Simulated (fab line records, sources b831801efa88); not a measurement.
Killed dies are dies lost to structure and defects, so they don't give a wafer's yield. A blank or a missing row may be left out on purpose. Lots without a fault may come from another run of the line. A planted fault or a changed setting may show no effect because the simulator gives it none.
Problem report in the 8D (eight disciplines) form, filled by code | flow sky130 | the parts of the form that need people (team, actions taken, sign-off) are left out

1. THE PROBLEM
beam_energy_keV at SKY_LDD_P_IMPLANT_09 reads a mean of 26.759 on 6 wafers of 2 lots; wafers without a fault read 25.002 with a standard deviation of 0.0078. That is +99 or more standard deviations from the usual mean.
First seen on wafer L519.1, day 27 01:05, on implanter-01. The record holds 18 wafers of 6 lots with a number at this step. Rule for "out", or "out of limits": more than 4 standard deviations from the usual mean. The other wafers with a number count as sound.

2. WHAT IT IS AND WHAT IT IS NOT
question                    | is                     | is not
which readings at this step | beam_energy_keV        | dose_ions_cm2
which lots                  | L519, L521             | L499, L500, L504, L510
which wafers of those lots  | all that have a number | -
read on which tools         | implanter-01           | implanter-02, implanter-04
when                        | from day 27 01:05      | up to then (12 sound wafers)

3. SUSPECTS, AND WHAT RULES EACH OUT
Counting: a tool at a process step up to the reading stays a suspect if it ran every lot that is out and no sound lot after the first of them.
- implanter-01 at SKY_LDD_P_IMPLANT_09: kept. It ran every lot that is out, first L519 (day 27 01:05), and no sound lot after that; its last sound lot up to then is L504 (day 21 14:55). Its own readings are out on those wafers: beam_energy_keV.
Left after counting: implanter-01 at SKY_LDD_P_IMPLANT_09.

4. THE CAUSE (what the simulator had put in)
Process parameter drift: implanter-01, from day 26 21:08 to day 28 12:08, at SKY_LDD_P_IMPLANT_09. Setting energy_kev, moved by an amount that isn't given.
Counting left only this tool.

5. THE CHAIN OF EFFECTS, in route order
Each row: a reading whose mean over the struck wafers that have a number lies more than 3 standard deviations from the usual. Only readings for which the record gives a usual standard deviation are gone through. hours: the time from each lot's start at the first step in this table that gives one to its start at this step, as a median over the lots. sigmas: the change in usual standard deviations.
hours | step                 | reading         | usual  | on struck wafers | change | sigmas
0     | SKY_LDD_P_IMPLANT_09 | beam_energy_keV | 25.002 | 26.759           | +1.757 | +99 or more
The process steps in it:
- SKY_LDD_P_IMPLANT_09

6. WHAT WOULD HAVE CAUGHT IT SOONER
In this record the first reading out of limits was taken at day 27 01:05, 4 hours after the fault began at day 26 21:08.
